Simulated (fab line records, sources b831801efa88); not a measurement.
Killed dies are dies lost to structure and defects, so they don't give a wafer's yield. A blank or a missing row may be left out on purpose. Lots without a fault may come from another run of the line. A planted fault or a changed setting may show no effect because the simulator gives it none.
fab line records | flow sky130
record lots=5 wafers=15 last_day=50
route steps=708 shown METAL5@677 PASSIVATION@681 PAD_OPEN@694
lots that met no fault: from a run of the same line without faults
start_h: hours from the record's first day to the start of the lot's first wafer shown | wait_h: hours since the lot's step before | " the same as in the row above | L1.1+2: a row that stands for several wafers | - no value, or no start given | * or withheld: withheld | < > ~ a bound
route shown NAME@n: a module of which the file shows steps, and the number in the route of the first | usual: mean/standard deviation of fault-free wafers | same: alike in all rows | chamber/n: place in a boat | sites: the reading at each site | _std_site: their standard deviation | _edge_site: outer sites' mean less inner sites' | radius_mm: how far each site lies from the wafer's centre | mask NAME#n: copy n | behind: the tool/chamber that last shaped the wafer | hold: why the lot was held/for how many hours/how that ended | device: the transistor (n, p or np) that didn't switch | end of line: the same wafers' tests at the end of the route | a step without rows: its recipe alone | killed: dies lost to structure and defects at the first sort, not the wafer's yield | map: a wafer's dies, x killed, . not, _ none there
set.NAME: the setting as run; set.NAME@STEP: as run at that earlier step | model.NAME: the simulator's own value behind a step, which no gauge read
lots at some steps of the route; a table a step, a row a wafer
services: from which hour (start_h, from the record's first day; less than 0 if before it) a tool's chamber was out of use, for how many hours, and why
## steps
# step SKY_METAL5_STRIP_16
# recipe chemistry=O2/N2 power_w=1400 pressure_mtorr=1500 platen_temp_c=withheld o2_flow_sccm=3000 n2_flow_sccm=300 overash_fraction=0.5
# usual drypump_motor_current_A=5.5/0.47 n2_flow_sccm=299.9/0.9 oes_product_au=0.710/0.0044 strip_time_to_endpoint_s=13.06/0.14
# columns lot.wafer tool chamber start_h wait_h drypump_motor_current_A n2_flow_sccm oes_product_au rf_hours_counter_h strip_time_to_endpoint_s
L076.2 plasma_asher-02 0 1039.78 0.2 6.2 298.8 0.704 91 12.94
L076.4 " 1 " " 5.2 300.3 0.712 - 12.94
L076.6 " 0 " " 6.3 298.4 0.711 - 12.94
L077.1 plasma_asher-02 0 1059.20 0.2 6.3 298.6 0.713 93 13.13
L077.2 " 1 " " 5.2 300.8 0.709 93 13.26
L077.5 " 0 " " 6.3 299.5 0.713 - 13.22
L087.2 plasma_asher-04 1 1110.39 0.2 5.5 299.3 0.709 35 12.91
L087.3 " 0 " " 6.0 299.1 0.717 - 12.87
L087.4 " 1 " " 5.5 299.1 0.706 - 12.99
L090.2 plasma_asher-03 1 1135.75 0.2 5.0 299.9 0.702 7 13.19
L090.5 " 1 " " 5.0 299.3 0.716 - 13.19
L090.6 " 0 " " 5.0 298.9 0.709 - 13.24
L097.1 plasma_asher-03 0 1165.18 0.2 5.0 300.7 0.705 9 13.04
L097.2 " 1 " " 5.1 298.9 0.714 9 13.04
L097.3 " 1 " " 5.1 300.4 0.716 - 13.09
# step SKY_METAL5_STRIP_17
# recipe chemistry=post_etch_residue_remover time_s=1200 temp_c=72.5
# columns lot.wafer tool chamber start_h wait_h
L076.2+4+6 wet_bench-04 0 1039.88 0.1
L077.1+2+5 wet_bench-04 2 1059.30 0.1
L087.2+3+4 wet_bench-04 1 1110.49 0.1
L090.2+5+6 wet_bench-01 1 1135.85 0.1
L097.1+2+3 wet_bench-04 3 1165.28 0.1
# step SKY_METAL5_CLEAN_18
# recipe chemistry=IPA time_s=180 temp_c=25
# columns lot.wafer tool chamber start_h wait_h
L076.2+4+6 wet_bench-03 1 1040.22 0.0
L077.1+2+5 wet_bench-01 0 1059.64 0.0
L087.2+3+4 wet_bench-01 1 1110.83 0.0
L090.2+5+6 wet_bench-03 1 1136.22 0.0
L097.1+2+3 wet_bench-04 0 1165.63 0.0
# step SKY_METAL5_CLEAN_19
# recipe chemistry=O3/DIW dry=n2_spin
# columns lot.wafer tool chamber start_h wait_h
L076.2+4+6 wet_bench-04 0 1040.29 0.0
L077.1+2+5 wet_bench-04 0 1059.70 0.0
L087.2+3+4 wet_bench-04 2 1110.90 0.0
L090.2+5+6 wet_bench-01 3 1136.29 0.0
L097.1+2+3 wet_bench-04 1 1165.68 0.0
# step SKY_PASSIVATION_CVD_00
# recipe material=SiO2 target_thk_nm=90 temp_c=400 time_s=withheld rf_w=600
# usual heater_power_w=664/110
# columns lot.wafer tool chamber start_h wait_h heater_power_w
L076.2 pecvd-03 0 1040.38 0.0 535
L076.4 " 0 " " 534
L076.6 " 1 " " 594
L077.1 pecvd-04 2 1059.79 0.0 678
L077.2 " 0 " " 515
L077.5 " 2 " " 674
L087.2 pecvd-03 1 1110.99 0.0 616
L087.3 " 2 " " 851
L087.4 " 1 " " 617
L090.2 pecvd-03 1 1136.39 0.0 594
L090.5 " 2 " " 742
L090.6 " 0 " " 621
L097.1 pecvd-01 0 1165.78 0.0 540
L097.2 " 1 " " 739
L097.3 " 2 " " 598
# step SKY_PASSIVATION_THK_MEAS_01
# recipe reads=SiO2_of_PASSIVATION_CVD_00
# usual PASSIVATION_CVD_00_THK=89.8/1.2
# columns lot.wafer tool chamber start_h wait_h PASSIVATION_CVD_00_THK[nm]
L076.2 film_metro-04 - 1040.41 - 88.6
L076.4 " - " " 90.2
L076.6 " - " " 89.6
L077.1 film_metro-04 - 1059.81 - 88.8
L077.2 " - " " 90.1
L077.5 " - " " 91.1
L087.2 film_metro-04 - 1111.03 - 88.7
L087.3 " - " " 90.1
L087.4 " - " " 89.3
L090.2 film_metro-04 - 1136.42 - 87.4
L090.5 " - " " 89.0
L090.6 " - " " 90.3
L097.1 film_metro-02 - 1165.80 - 90.0
L097.2 " - " " 89.5
L097.3 " - " " 88.0
# step SKY_PASSIVATION_CVD_02
# recipe material=Si3N4 target_thk_nm=540 temp_c=400 time_s=withheld rf_w=450
# usual heater_power_w=701/100
# columns lot.wafer tool chamber start_h wait_h heater_power_w
L076.2 pecvd-04 1 1040.46 0.0 892
L076.4 " 1 " " 692
L076.6 " 2 " " 801
L077.1 pecvd-01 1 1059.87 0.1 768
L077.2 " 2 " " 681
L077.5 " 2 " " 704
L087.2 pecvd-01 1 1111.08 0.0 739
L087.3 " 0 " " 557
L087.4 " 1 " " 756
L090.2 pecvd-04 1 1136.47 0.0 882
L090.5 " 2 " " 798
L090.6 " 0 " " 688
L097.1 pecvd-01 0 1165.86 0.1 527
L097.2 " 2 " " 737
L097.3 " 1 " " 806
# step SKY_PASSIVATION_THK_MEAS_03
# recipe reads=Si3N4_of_PASSIVATION_CVD_02
# usual PASSIVATION_CVD_02_THK=542/7.1
# columns lot.wafer tool chamber start_h wait_h PASSIVATION_CVD_02_THK[nm]
L076.2 film_metro-02 - 1040.76 - 542
L076.4 " - " " 553
L076.6 " - " " 551
L077.1 film_metro-02 - 1060.10 - 538
L077.2 " - " " 531
L077.5 " - " " 537
L087.2 film_metro-04 - 1111.31 - 543
L087.3 " - " " 538
L087.4 " - " " 546
L090.2 film_metro-02 - 1136.70 - 541
L090.5 " - " " 550
L090.6 " - " " 550
L097.1 film_metro-01 - 1166.08 - 536
L097.2 " - " " 530
L097.3 " - " " 532
# step SKY_PASSIVATION_DEHYDRATE_04
# recipe temp_c=200 time_s=60
# columns lot.wafer tool chamber start_h wait_h
L076.2+4+6 litho_track-01 0 1050.75 10.0
L077.1+2+5 litho_track-03 0 1069.76 9.7
L087.2+3+4 litho_track-02 0 1121.01 9.7
L090.2+5+6 litho_track-03 0 1146.09 9.4
L097.1+2+3 litho_track-02 0 1173.28 7.2
# step SKY_PASSIVATION_HMDS_05
# recipe prime_time_s=60 prime_temp_c=120
# columns lot.wafer tool chamber start_h wait_h
L076.2+4+6 litho_track-01 0 1050.90 0.1
L077.1+2+5 litho_track-03 0 1069.91 0.1
L087.2+3+4 litho_track-02 0 1121.16 0.1
L090.2+5+6 litho_track-03 0 1146.24 0.1
L097.1+2+3 litho_track-02 0 1173.43 0.1
# step SKY_PASSIVATION_COAT_06
# recipe spin_rpm=2000 resist_thk_nm=3000
# usual dispense_pressure_kPa=51.7/2.2
# columns lot.wafer tool chamber start_h wait_h dispense_pressure_kPa
L076.2 litho_track-01 0 1051.05 0.1 54.4
L076.4 " 0 " " 54.3
L076.6 " 0 " " 54.3
L077.1 litho_track-03 0 1070.06 0.1 47.5
L077.2 " 0 " " 47.5
L077.5 " 0 " " 47.5
L087.2 litho_track-02 0 1121.31 0.1 51.6
L087.3 " 0 " " 51.6
L087.4 " 0 " " 51.6
L090.2 litho_track-03 0 1146.39 0.1 47.5
L090.5 " 0 " " 47.5
L090.6 " 0 " " 47.5
L097.1 litho_track-02 0 1173.58 0.1 51.6
L097.2 " 0 " " 51.6
L097.3 " 0 " " 51.5
# step SKY_PASSIVATION_SOFTBAKE_07
# recipe temp_c=110 time_s=withheld
# columns lot.wafer tool chamber start_h wait_h
L076.2+4+6 litho_track-01 0 1051.21 0.1
L077.1+2+5 litho_track-03 0 1070.21 0.1
L087.2+3+4 litho_track-02 0 1121.46 0.1
L090.2+5+6 litho_track-03 0 1146.55 0.1
L097.1+2+3 litho_track-02 0 1173.73 0.1
# step SKY_PASSIVATION_EXPOSE_08
# recipe mask_id=NSM target_cd_nm=3000 na=0.57 dose_mj=260
# columns lot.wafer tool chamber start_h wait_h mask
L076.2+4+6 iline_stepper-02 0 - - NSM#0
L077.1+2+5 iline_stepper-02 0 - - NSM#0
L087.2+3+4 iline_stepper-02 0 - - NSM#0
L090.2+5+6 iline_stepper-02 0 - - NSM#0
L097.1+2+3 iline_stepper-02 0 - - NSM#0
# step SKY_PASSIVATION_PEB_09
# recipe temp_c=115 time_s=withheld
# columns lot.wafer tool chamber start_h wait_h
L076.2+4+6 litho_track-01 0 - -
L077.1+2+5 litho_track-03 0 - -
L087.2+3+4 litho_track-03 0 - -
L090.2+5+6 litho_track-01 0 - -
L097.1+2+3 litho_track-01 0 - -
# step SKY_PASSIVATION_DEVELOP_10
# recipe develop_time_s=60 dev_temp_c=23
# columns lot.wafer tool chamber start_h wait_h
L076.2+4+6 litho_track-01 0 - -
L077.1+2+5 litho_track-03 0 - -
L087.2+3+4 litho_track-03 0 - -
L090.2+5+6 litho_track-01 0 - -
L097.1+2+3 litho_track-01 0 - -
# step SKY_PASSIVATION_ETCH_11
# recipe chemistry=CF4/O2 target_depth_nm=725 stop_on=AlCu source_w=800 bias_w=150 pressure_mtorr=150 cf4_flow_sccm=80 O2_flow_sccm=10 time_s=161.1
# usual drypump_motor_current_A=5.7/0.34 oes_product_au=0.978/0.0079 throttle_valve_pct=5.965/0.0092
# columns lot.wafer tool chamber start_h wait_h drypump_motor_current_A oes_product_au rf_hours_counter_h throttle_valve_pct
L076.2 rie_diel-02 3 1062.52 - 5.5 0.977 12 5.962
L076.4 " 0 " " 5.4 0.986 15 5.971
L076.6 " 2 " " 5.3 0.977 - 5.962
L077.1 rie_diel-04 3 1081.16 - 5.9 0.970 29 5.953
L077.2 " 2 " " 6.3 0.978 32 5.957
L077.5 " 1 " " 5.2 0.976 - 5.967
L087.2 rie_diel-03 3 1130.81 - 6.0 0.987 16 5.976
L087.3 " 0 " " 5.3 0.980 13 5.954
L087.4 " 2 " " 5.7 0.976 4 5.964
L090.2 rie_diel-03 0 1155.08 - 5.3 0.977 14 5.980
L090.5 " 3 " " 6.0 0.981 - 5.964
L090.6 " 2 " " 5.7 0.984 - 5.983
L097.1 rie_diel-02 1 1182.38 - 6.1 0.978 22 5.966
L097.2 " 0 " " 5.4 0.967 19 5.953
L097.3 " 2 " " 5.3 0.968 18 5.947
# step SKY_PASSIVATION_STRIP_12
# recipe chemistry=O2/N2 power_w=1400 pressure_mtorr=1500 platen_temp_c=withheld overash_fraction=0.7 o2_flow_sccm=3000 n2_flow_sccm=300
# usual drypump_motor_current_A=5.5/0.34 n2_flow_sccm=300.2/0.98 oes_product_au=0.661/0.005 strip_time_to_endpoint_s=31.52/0.14
# columns lot.wafer tool chamber start_h wait_h drypump_motor_current_A n2_flow_sccm oes_product_au rf_hours_counter_h strip_time_to_endpoint_s
L076.2 plasma_asher-04 1 1062.63 0.1 5.5 301.0 0.658 30 31.51
L076.4 " 1 " " 5.5 301.0 0.652 - 31.49
L076.6 " 1 " " 5.5 299.5 0.667 - 31.44
L077.1 plasma_asher-04 1 1081.27 0.1 5.5 300.5 0.663 32 31.55
L077.2 " 0 " " 6.0 299.0 0.662 32 31.53
L077.5 " 1 " " 5.5 298.3 0.659 - 31.48
L087.2 plasma_asher-01 1 1130.92 0.1 5.8 299.5 0.668 72 31.57
L087.3 " 1 " " 5.8 299.1 0.667 - 31.66
L087.4 " 0 " " 5.5 301.7 0.664 - 31.59
L090.2 plasma_asher-01 0 1155.18 0.1 5.5 299.6 0.663 74 31.66
L090.5 " 1 " " 5.9 299.8 0.654 - 31.53
L090.6 " 0 " " 5.4 300.1 0.664 - 31.55
L097.1 plasma_asher-04 1 1182.48 0.1 5.5 299.5 0.657 42 31.21
L097.2 " 0 " " 6.0 299.5 0.652 42 31.34
L097.3 " 1 " " 5.5 301.9 0.657 - 31.27
# step SKY_PAD_OPEN_DEHYDRATE_00
# recipe temp_c=200 time_s=60
# columns lot.wafer tool chamber start_h wait_h
L076.2+4+6 litho_track-04 0 1072.45 9.8
L077.1+2+5 litho_track-01 0 1090.63 9.3
L087.2+3+4 litho_track-04 0 1139.90 8.9
L090.2+5+6 litho_track-02 0 1163.41 8.2
L097.1+2+3 litho_track-02 0 1189.33 6.8
# step SKY_PAD_OPEN_HMDS_01
# recipe prime_time_s=60 prime_temp_c=120
# columns lot.wafer tool chamber start_h wait_h
L076.2+4+6 litho_track-04 0 1072.60 0.1
L077.1+2+5 litho_track-01 0 1090.78 0.1
L087.2+3+4 litho_track-04 0 1140.05 0.1
L090.2+5+6 litho_track-02 0 1163.56 0.1
L097.1+2+3 litho_track-02 0 1189.48 0.1
# step SKY_PAD_OPEN_COAT_02
# recipe spin_rpm=2000 resist_thk_nm=3000
# usual dispense_pressure_kPa=52.3/2.2
# columns lot.wafer tool chamber start_h wait_h dispense_pressure_kPa
L076.2 litho_track-04 0 1072.75 0.1 48.2
L076.4 " 0 " " 48.2
L076.6 " 0 " " 48.2
L077.1 litho_track-01 0 1090.93 0.1 54.3
L077.2 " 0 " " 54.4
L077.5 " 0 " " 54.4
L087.2 litho_track-04 0 1140.20 0.1 48.2
L087.3 " 0 " " 48.2
L087.4 " 0 " " 48.2
L090.2 litho_track-02 0 1163.71 0.1 51.6
L090.5 " 0 " " 51.6
L090.6 " 0 " " 51.6
L097.1 litho_track-02 0 1189.63 0.1 51.6
L097.2 " 0 " " 51.5
L097.3 " 0 " " 51.6
# step SKY_PAD_OPEN_SOFTBAKE_03
# recipe temp_c=110 time_s=withheld
# columns lot.wafer tool chamber start_h wait_h
L076.2+4+6 litho_track-04 0 1072.90 0.1
L077.1+2+5 litho_track-01 0 1091.08 0.1
L087.2+3+4 litho_track-04 0 1140.35 0.1
L090.2+5+6 litho_track-02 0 1163.86 0.1
L097.1+2+3 litho_track-02 0 1189.78 0.1
# step SKY_PAD_OPEN_EXPOSE_04
# recipe mask_id=PDM target_cd_nm=60000 na=0.57 dose_mj=260
# columns lot.wafer tool chamber start_h wait_h mask
L076.2+4+6 iline_stepper-02 0 - - PDM#0
L077.1+2+5 iline_stepper-01 0 - - PDM#0
L087.2+3+4 iline_stepper-02 0 - - PDM#0
L090.2+5+6 iline_stepper-02 0 - - PDM#0
L097.1+2+3 iline_stepper-01 0 - - PDM#0
# step SKY_PAD_OPEN_PEB_05
# recipe temp_c=115 time_s=withheld
# columns lot.wafer tool chamber start_h wait_h
L076.2+4+6 litho_track-01 0 - -
L077.1+2+5 litho_track-04 0 - -
L087.2+3+4 litho_track-04 0 - -
L090.2+5+6 litho_track-04 0 - -
L097.1+2+3 litho_track-01 0 - -
# step SKY_PAD_OPEN_DEVELOP_06
# recipe develop_time_s=60 dev_temp_c=23
# columns lot.wafer tool chamber start_h wait_h
L076.2+4+6 litho_track-01 0 - -
L077.1+2+5 litho_track-04 0 - -
L087.2+3+4 litho_track-04 0 - -
L090.2+5+6 litho_track-04 0 - -
L097.1+2+3 litho_track-01 0 - -
# step SKY_PAD_OPEN_ETCH_07
# recipe chemistry=CF4/O2 target_depth_nm=725 stop_on=AlCu source_w=800 bias_w=150 pressure_mtorr=150 cf4_flow_sccm=80 O2_flow_sccm=10 time_s=161.1
# usual drypump_motor_current_A=5.7/0.31 oes_product_au=0.978/0.0074 throttle_valve_pct=5.965/0.0088
# columns lot.wafer tool chamber start_h wait_h drypump_motor_current_A oes_product_au rf_hours_counter_h throttle_valve_pct
L076.2 rie_diel-04 3 1083.73 - 5.9 0.975 29 5.973
L076.4 " 3 " " 5.9 0.985 - 5.961
L076.6 " 0 " " 5.5 0.964 - 5.957
L077.1 rie_diel-03 1 1104.62 - 5.6 0.975 10 5.970
L077.2 " 2 " " 5.7 0.973 2 5.966
L077.5 " 2 " " 5.7 0.979 - 5.974
L087.2 rie_diel-03 0 1149.47 - 5.3 0.988 14 5.972
L087.3 " 1 " " 5.6 0.976 12 5.969
L087.4 " 2 " " 5.7 0.983 - 5.964
L090.2 rie_diel-01 3 1171.82 - 5.3 0.978 27 5.964
L090.5 " 0 " " 5.6 0.988 - 5.961
L090.6 " 3 " " 5.3 0.978 - 5.946
L097.1 rie_diel-03 0 1197.38 - 5.3 0.972 16 5.969
L097.2 " 3 " " 6.0 0.972 19 5.952
L097.3 " 2 " " 5.7 0.971 7 5.972
# step SKY_PAD_OPEN_STRIP_08
# recipe chemistry=O2/N2 power_w=1400 pressure_mtorr=1500 platen_temp_c=withheld overash_fraction=0.7 o2_flow_sccm=3000 n2_flow_sccm=300
# usual drypump_motor_current_A=5.7/0.4 n2_flow_sccm=300.0/0.85 oes_product_au=0.663/0.0046
# columns lot.wafer tool chamber start_h wait_h drypump_motor_current_A n2_flow_sccm oes_product_au rf_hours_counter_h
L076.2 plasma_asher-02 0 1083.83 0.1 6.2 301.5 0.665 95
L076.4 " 1 " " 5.2 299.2 0.665 -
L076.6 " 0 " " 6.3 300.9 0.655 -
L077.1 plasma_asher-04 1 1104.73 0.1 5.5 300.7 0.666 34
L077.2 " 0 " " 6.0 300.2 0.662 34
L077.5 " 1 " " 5.5 300.3 0.665 -
L087.2 plasma_asher-01 1 1149.58 0.1 5.8 300.8 0.659 74
L087.3 " 1 " " 5.8 299.3 0.667 -
L087.4 " 0 " " 5.5 299.6 0.655 -
L090.2 plasma_asher-02 1 1171.93 0.1 5.2 301.3 0.660 104
L090.5 " 1 " " 5.2 299.6 0.663 -
L090.6 " 0 " " 6.3 302.3 0.660 -
L097.1 plasma_asher-04 0 1197.48 0.1 6.0 298.7 0.650 43
L097.2 " 1 " " 5.5 298.8 0.661 43
L097.3 " 0 " " 6.0 301.1 0.664 -
# step SKY_PAD_OPEN_STRIP_09
# recipe chemistry=post_etch_residue_remover time_s=1200 temp_c=72.5
# columns lot.wafer tool chamber start_h wait_h
L076.2+4+6 wet_bench-01 2 1083.93 0.1
L077.1+2+5 wet_bench-02 1 1104.83 0.1
L087.2+3+4 wet_bench-02 0 1149.68 0.1
L090.2+5+6 wet_bench-02 3 1172.03 0.1
L097.1+2+3 wet_bench-01 1 1197.58 0.1
# step SKY_PAD_OPEN_CLEAN_10
# recipe chemistry=IPA time_s=180 temp_c=25
# columns lot.wafer tool chamber start_h wait_h
L076.2+4+6 wet_bench-02 1 1084.27 0.0
L077.1+2+5 wet_bench-03 1 1105.20 0.0
L087.2+3+4 wet_bench-01 0 1150.06 0.0
L090.2+5+6 wet_bench-01 2 1172.52 0.1
L097.1+2+3 wet_bench-01 1 1197.92 0.0
# step SKY_PAD_OPEN_CLEAN_11
# recipe chemistry=O3/DIW dry=n2_spin
# columns lot.wafer tool chamber start_h wait_h
L076.2+4+6 wet_bench-01 3 1084.33 0.0
L077.1+2+5 wet_bench-03 1 1105.26 0.0
L087.2+3+4 wet_bench-01 1 1150.31 0.2
L090.2+5+6 wet_bench-03 2 1172.65 0.1
L097.1+2+3 wet_bench-03 3 1197.98 0.0
# step SKY_PAD_OPEN_ANNEAL_12
# recipe temp_c=400 time_s=withheld ambient=N2/H2 idle_temp_c=300 ramp_up_c_per_min=8 ramp_down_c_per_min=4
# columns lot.wafer tool chamber start_h wait_h
L076.2+4+6 furnace-02 0 1084.42 0.0
L077.1+2+5 furnace-01 0 1105.35 0.0
L087.2+3+4 furnace-01 0 1150.40 0.0
L090.2+5+6 furnace-01 0 1172.74 0.0
L097.1+2+3 furnace-01 0 1198.07 0.0
# step SKY_PAD_OPEN_BOW_MEAS_13
# recipe mode=bow
# usual PAD_OPEN_BOW=48/7.8
# columns lot.wafer tool chamber start_h wait_h PAD_OPEN_BOW[um]
L076.2 film_metro-02 - 1085.94 - 44
L076.4 " - " " 40
L076.6 " - " " 30
L077.1 film_metro-04 - 1106.85 - 50
L077.2 " - " " 42
L077.5 " - " " 48
L087.2 film_metro-04 - 1151.92 - 41
L087.3 " - " " 48
L087.4 " - " " 42
L090.2 film_metro-03 - 1174.26 - 55
L090.5 " - " " 51
L090.6 " - " " 59
L097.1 film_metro-02 - 1199.57 - 38
L097.2 " - " " 44
L097.3 " - " " 33
## services
# columns tool chamber start_h hours kind
rie_diel-03 2 1016.45 8.3 repair
rie_diel-02 2 1020.36 8.5 repair
iline_stepper-02 - 1023.50 4.4 pm
rie_diel-04 - 1035.67 1.4 repair
furnace-01 - 1041.40 2.1 pm
pecvd-04 - 1041.59 0.6 repair
rie_diel-04 1 1043.11 5.9 repair
pecvd-04 0 1045.37 6.2 repair
rie_diel-03 2 1051.03 5.0 repair
iline_stepper-02 - 1076.47 1.7 pm
rie_diel-03 - 1081.59 2.8 pm
pecvd-04 1 1083.63 10.0 repair
iline_stepper-02 - 1087.07 15.2 repair
pecvd-03 - 1088.34 10.0 repair
rie_diel-03 1 1093.75 7.9 repair
wet_bench-04 - 1104.90 1.9 pm
pecvd-03 0 1110.82 11.4 repair
furnace-01 - 1116.22 3.7 pm
furnace-01 - 1125.05 10.9 repair
rie_diel-03 3 1142.56 7.9 repair
plasma_asher-02 - 1157.82 2.9 repair
pecvd-04 - 1166.47 0.8 repair
plasma_asher-01 - 1184.09 4.2 repair
pecvd-01 - 1188.30 2.1 repair
## key
fault none
